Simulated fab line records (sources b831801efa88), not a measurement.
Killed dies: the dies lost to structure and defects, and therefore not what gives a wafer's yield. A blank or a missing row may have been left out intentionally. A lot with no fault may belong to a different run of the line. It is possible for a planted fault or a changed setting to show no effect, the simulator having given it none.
Comparing a struck lot with a sound one | flow sky130 | 16 out of 708 route steps
Sound: these wafers, L757.2, L757.3, L757.4. Struck: wafer L775.5. (L775.2, L775.4 of the same lot were not struck and are left out.) The cause comes at the end.
At each step with rows: each side's tool, then ch and its chambers, then its first start. Under that, the readings that differ: sound wafers | struck wafers | difference of the means | sigmas: that difference in standard deviations of wafers without a fault.
alike: readings with means less than 2 such deviations apart, plus words and numbers identical on both sides. not compared: withheld readings, readings lacking a value on some wafer, bounds such as >300 that could conceal the same value, and numbers that have no deviation in the record and whose values overlap.
The two part at a step that has a row with sigmas, a row that says differs or no value, or rows on one side only. Non-overlapping numbers with no deviation appear without sigmas and do not part them. Lack of a reading on every wafer of one side parts them only where that side has two or more wafers.

first, 3 steps without rows for these wafers: SKY_METAL1_EXPOSE_12 (exposes mask MM1, target cd 140 nm); SKY_METAL1_PEB_13; SKY_METAL1_DEVELOP_14 (develop time 60 s).
SKY_METAL1_CD_MEAS_15 targets a cd of 140 nm.
  sound: cd sem-01 at day 33 16:17; struck: cd sem-01 at day 39 04:35
  alike: cd nm
SKY_METAL1_OVL_MEAS_16:
  sound: overlay-02 at day 33 16:23; struck: overlay-01 at day 39 04:41
  alike: METAL1_OVL
SKY_METAL1_DESCUM_17: chemistry O2, time 8 s.
  sound on rie metal-04 ch 0, day 33 16:25; struck on rie metal-04 ch 0, day 39 04:43
  alike: drypump motor current A, oes product au
  not compared: rf hours counter h
SKY_METAL1_ETCH_18: etches BARC in N2/H2, stops on SiO2, time 45.9 s, target depth 60 nm.
  sound on rie metal-04 ch 0, day 33 16:30; struck on rie metal-04 ch 0, day 39 04:45
  alike: drypump motor current A, oes product au, throttle valve pct
  not compared: rf hours counter h
SKY_METAL1_METAL_ETCH_19: etches the open film in Cl2/BCl3, stops on SiO2, target depth 360 nm, time 78 s.
  sound on rie metal-04 ch 0, day 33 16:38; struck on rie metal-04 ch 0, day 39 04:49
  alike: drypump motor current A, oes product au, throttle valve pct
  not compared: rf hours counter h
SKY_METAL1_STRIP_20: strips in O2/N2.
  sound on plasma asher-04 ch 0,1, day 33 16:47; struck on plasma asher-04 ch 1, day 39 04:55
  alike: drypump motor current A, oes product au, strip time to endpoint s
  not compared: rf hours counter h
then, 3 steps without rows for these wafers: SKY_METAL1_STRIP_21 (strips in post etch residue remover, time 1200 s); SKY_METAL1_CLEAN_22 (cleans in IPA, time 180 s); SKY_METAL1_CLEAN_23 (cleans in O3/DIW).
SKY_VIA1_HDPCVD_00: deposits SiO2, target thk 1030 nm, time 171.7 s.
  sound on hdpcvd-01 ch 0,2, day 33 17:23; struck on hdpcvd-02 ch 2, day 39 06:01
  reading                                  | sound          | struck | difference | sigmas
  model.SiO2_of_VIA1_HDPCVD_00.thk nm (nm) | 1031 1023 1036 | 356.8  | -673.2     |
  alike: pressure mtorr, sih4 flow sccm
SKY_VIA1_THK_MEAS_01:
  sound: film metro-03 at day 33 17:30; struck: film metro-03 at day 39 06:08
  reading              | sound          | struck | difference | sigmas
  VIA1_HDPCVD_THK (nm) | 1032 1023 1036 | 357    | -673       | -81
SKY_VIA1_CMP_02: polishes SiO2.
  sound on cmp-01 ch 0,2,3, day 33 17:33; struck on cmp-02 ch 1, day 39 06:14
  reading          | sound             | struck | difference | sigmas
  platen rpm (rpm) | 59.95 59.94 59.97 | 60.05  | +0.10      | +3
  alike: motor current A
-- the record jumps here: 11 days lie between the struck wafers' starts before and after (it left off in module VIA1 and takes up again in module PAD_OPEN, whose first step shown is number 708 of the route) --
SKY_PAD_OPEN_PROBE_99:
  sound: prober-01 at day 46 08:07; struck: prober-01 at day 50 14:56
  reading                               | sound                | struck    | difference | sigmas
  model.etest.tester.sort n pass        | 401 398 408          | 211       | -191       |
  model.etest.tester.sort yield pct (%) | 81.5 80.89 82.93     | 42.89     | -38.88     |
  model.etest.tester.sort_bin_3_pct (%) | 1.016 0.813 0.813    | 39.84     | +38.96     |
  model.etest.met2 comb.leak log10 a um | -12.11 -12.01 -12.04 | -7.184    | +4.869     |
  model.etest.tester.sort_bin_8_pct (%) | 0 0 0                | 7.299e-09 | +7.299e-09 |
  alike: defect limited yield, killed_at_M0_to_M3, killed_at_M4_up, killed at contacts, killed at front end, killed at other, killed dies, killed on rim, killed open, killed short

## WHERE THEY PART
First at SKY_VIA1_THK_MEAS_01; last, within this record, at SKY_VIA1_CMP_02. Later steps at which nothing parts them and some readings are alike: SKY_PAD_OPEN_PROBE_99.

WHY: the cause the simulator had injected
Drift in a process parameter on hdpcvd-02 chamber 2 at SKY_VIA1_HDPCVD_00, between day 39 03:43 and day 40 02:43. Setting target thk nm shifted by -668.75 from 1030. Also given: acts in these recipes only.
